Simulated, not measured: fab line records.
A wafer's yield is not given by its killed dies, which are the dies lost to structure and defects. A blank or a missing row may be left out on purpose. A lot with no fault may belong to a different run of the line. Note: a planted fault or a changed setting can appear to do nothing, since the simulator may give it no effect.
A struck lot beside a sound one	flow sky130	18 out of 708 route steps
Sound: these wafers, L517.2, L517.5, L517.6. Struck: wafer L522.3 (left out: L522.1, L522.4 of the same lot, which were not struck); the cause appears at the end.
Order at every step that has rows: each side's tool, ch and its chambers, its first start. Under that, the readings that differ: sound wafers	struck wafers	difference of the means	sigmas: that difference in standard deviations of wafers without a fault.
alike: readings with means less than 2 such deviations apart, plus words and numbers identical on both sides. not compared: withheld readings, readings lacking a value on some wafer, bounds such as >300 that could conceal the same value, and numbers that have no deviation in the record and whose values overlap.
The two part at a step that has a row with sigmas, a row that says differs or no value, or rows on one side only. Numbers that have no deviation but don't overlap get no sigmas and don't part them. A reading missing from all wafers of one side parts the sides only when that side holds two or more wafers.

first, 3 steps without rows for these wafers: SKY_VIA2_EXPOSE_09 (exposes mask VIM2, target cd 200 nm); SKY_VIA2_PEB_10; SKY_VIA2_DEVELOP_11 (develop time 60 s).
SKY_VIA2_CD_MEAS_12: target cd 200 nm.
  sound on cd_sem-01 at day 36 18:05; struck on cd_sem-02 at day 38 20:12
  alike: cd_nm
SKY_VIA2_OVL_MEAS_13:
  sound on overlay-02 at day 36 18:11; struck on overlay-01 at day 38 20:20
  alike: VIA2_OVL
SKY_VIA2_ETCH_14: etches BARC in N2/H2, stops on SiO2, time 45.9 s, target depth 60 nm.
  sound on rie_diel-02 ch 0,1, day 36 18:13; struck on rie_diel-04 ch 3, day 38 20:23
reading	sound	struck	difference	sigmas
throttle_valve_pct (%)	13.227 13.233 13.226	13.211	-0.018	-2
  alike: drypump_motor_current_A, oes_product_au
  not compared: rf_hours_counter_h
SKY_VIA2_ETCH_15: etches SiO2 in C4F8/O2/Ar, stops on TiN, target depth 546 nm, time 84 s.
  sound on rie_diel-02 ch 0,1, day 36 18:15; struck on rie_diel-04 ch 3, day 38 20:25
  alike: oes_product_au
  not compared: rf_hours_counter_h
SKY_VIA2_STRIP_16: strips in O2/N2.
  sound on plasma_asher-01 ch 0,1, day 36 18:19; struck on plasma_asher-02 ch 1, day 38 20:34
reading	sound	struck	difference	sigmas
strip_time_to_endpoint_s (s)	4.057 4.023 4.034	4.126	+0.088	+3
  alike: drypump_motor_current_A, oes_product_au
  not compared: rf_hours_counter_h
then, 3 steps without rows for these wafers: SKY_VIA2_STRIP_17 (strips in post etch residue remover, time 1200 s); SKY_VIA2_CLEAN_18 (cleans in IPA, time 180 s); SKY_VIA2_CLEAN_19 (cleans in O3/DIW).
SKY_VIA2_SPUTTER_20: material TiN, target thk 20 nm, time 80 s.
  sound on pvd_sputter-03 at day 36 18:57; struck on pvd_sputter-02 at day 38 21:12
reading	sound	struck	difference	sigmas
throttle_valve_pct (%)	31.5 31.3 31.9	28.8	-2.8	-2
SKY_VIA2_CVD_21: deposits W, target thk 420 nm, time 126.4 s.
  sound on cvd_w-01 ch 0,1, day 36 19:01; struck on cvd_w-02 ch 0, day 38 21:18
reading	sound	struck	difference	sigmas
heater_power_w (W)	1090 952 1074	881	-158	-3
model.W_of_VIA2_CVD_21.thk_nm (nm)	410.8 411.4 412.2	626.3	+214.8	
SKY_VIA2_RS_MEAS_22: a four-point-probe measurement.
  sound on film_metro-04 at day 36 19:10; struck on film_metro-01 at day 38 21:26
reading	sound	struck	difference	sigmas
VIA2_W_RS (ohm/sq)	0.2781 0.2778 0.2776	0.1824	-0.0954	-32
SKY_VIA2_THK_MEAS_23: measures by xrf.
  sound on film_metro-04 at day 36 19:16; struck on film_metro-01 at day 38 21:33
  not compared: VIA2_W_THK
SKY_VIA2_CMP_24: polishes, stops on SiO2, t overpolish 20 s, target thk 0 nm.
  sound on cmp-02 ch 1,2, day 36 19:19; struck on cmp-01 ch 2, day 38 21:40
reading	sound	struck	difference	sigmas
time_to_endpoint_s (s)	95 101 98	151	+53	+14
  alike: head_pressure_psi, motor_current_A
SKY_METAL3_SPUTTER_00: material Ti, target thk 15 nm, time 10 s.
  sound on pvd_sputter-04 at day 36 19:37; struck on pvd_sputter-04 at day 38 21:58
  alike: throttle_valve_pct
-- the record jumps here: 9 days lie between the struck wafers' starts before and after (it left off in module METAL3 and takes up again in module PAD_OPEN, whose first step shown is number 708 of the route) --
SKY_PAD_OPEN_PROBE_99:
  record: rows for the struck wafers here (prober-01, day 47 20:57), none for the sound ones

## WHERE THEY PART
Earliest at SKY_VIA2_ETCH_14; latest, in this record, at SKY_PAD_OPEN_PROBE_99.

WHY: what the simulator had put in
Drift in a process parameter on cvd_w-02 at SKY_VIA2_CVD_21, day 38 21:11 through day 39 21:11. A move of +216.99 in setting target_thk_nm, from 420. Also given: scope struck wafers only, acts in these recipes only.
